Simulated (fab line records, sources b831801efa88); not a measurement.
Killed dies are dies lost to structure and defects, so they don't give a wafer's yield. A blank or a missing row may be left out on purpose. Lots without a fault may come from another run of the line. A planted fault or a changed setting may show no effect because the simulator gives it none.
Chamber matching | flow gf180mcu | GF_V2_CMP_26 on cmp-02: 4 sister chambers
The step polishes, stops on SiO2, t overpolish 15 s, target thk 0 nm. 14 wafers are shown with their chamber, then 7 later ones without.

WAFERS WITH THEIR CHAMBER
wafer  | chamber | motor_current_A (A) | overpolish_run_s (s) | time_to_endpoint_s (s)
L107.2 | 1       | 11.9                | 15.005               | 90
L107.3 | 3       | 11.8                | 15.019               | 88
L107.5 | 3       | 12.4                | 14.986               | 88
L108.2 | 3       | 12.2                | 14.991               | 90
L108.3 | 2       | 12.5                | 14.994               | 84
L108.5 | 3       | 12.2                | 15.008               | 87
L113.1 | 2       | 12.7                | 14.995               | 84
L113.2 | 0       | 11.1                | 15.011               | 88
L113.4 | 1       | 11.9                | 15.001               | 86
L120.3 | 1       | 12.0                | 15.002               | 90
L120.4 | 3       | 11.8                | 14.978               | 87
L120.5 | 3       | 11.9                | 14.997               | 88
L121.3 | 3       | 12.0                | 14.996               | 81
L121.4 | 1       | 12.1                | 15.001               | 81

SIGNATURES (means of the wafers above)
reading            | chamber 0 | chamber 1 | chamber 2 | chamber 3 | scatter within a chamber
motor_current_A    | 11.100    | 11.975    | 12.600    | 12.043    | 0.191
overpolish_run_s   | 15.01100  | 15.00225  | 14.99450  | 14.99643  | 0.0106
time_to_endpoint_s | 88.00     | 86.75     | 84.00     | 87.00     | 3.21
Rule: a wafer's distance from a chamber is the root of the sum, over the readings, of the square of ((its reading less the chamber's mean) divided by the reading's scatter). The wafer belongs to the nearest chamber; if the next one is less than 2 further off, it can't be placed. The scatter: the root of (the sum of the squares of (reading less its chamber's mean) over the shown wafers, divided by (wafers less chambers)).

WAFERS WITHOUT THEIR CHAMBER
wafer  | motor_current_A (A) | overpolish_run_s (s) | time_to_endpoint_s (s)
L121.5 | 11.0                | 15.003               | 81
L126.2 | 11.9                | 14.989               | 92
L126.3 | 13.2                | 14.990               | 89
L126.5 | 11.6                | 15.007               | 92
L130.1 | 12.0                | 15.003               | 86
L130.2 | 12.3                | 15.005               | 88
L130.4 | 11.1                | 14.994               | 88

WHICH CHAMBER EACH WENT THROUGH
wafer  | from the rows above          | in truth
L121.5 | 0                            | 0
L126.2 | can't be placed: 3 or 1      | 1
L126.3 | 2                            | 2
L126.5 | can't be placed: 1 or 0 or 3 | 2
L130.1 | can't be placed: 1 or 3      | 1
L130.2 | can't be placed: 3 or 1 or 2 | 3
L130.4 | 0                            | 0
Placed correctly: 3 of 7. Can't be placed from these rows: 4 (the true chamber is among the candidates in 3). Placed wrongly: 0.
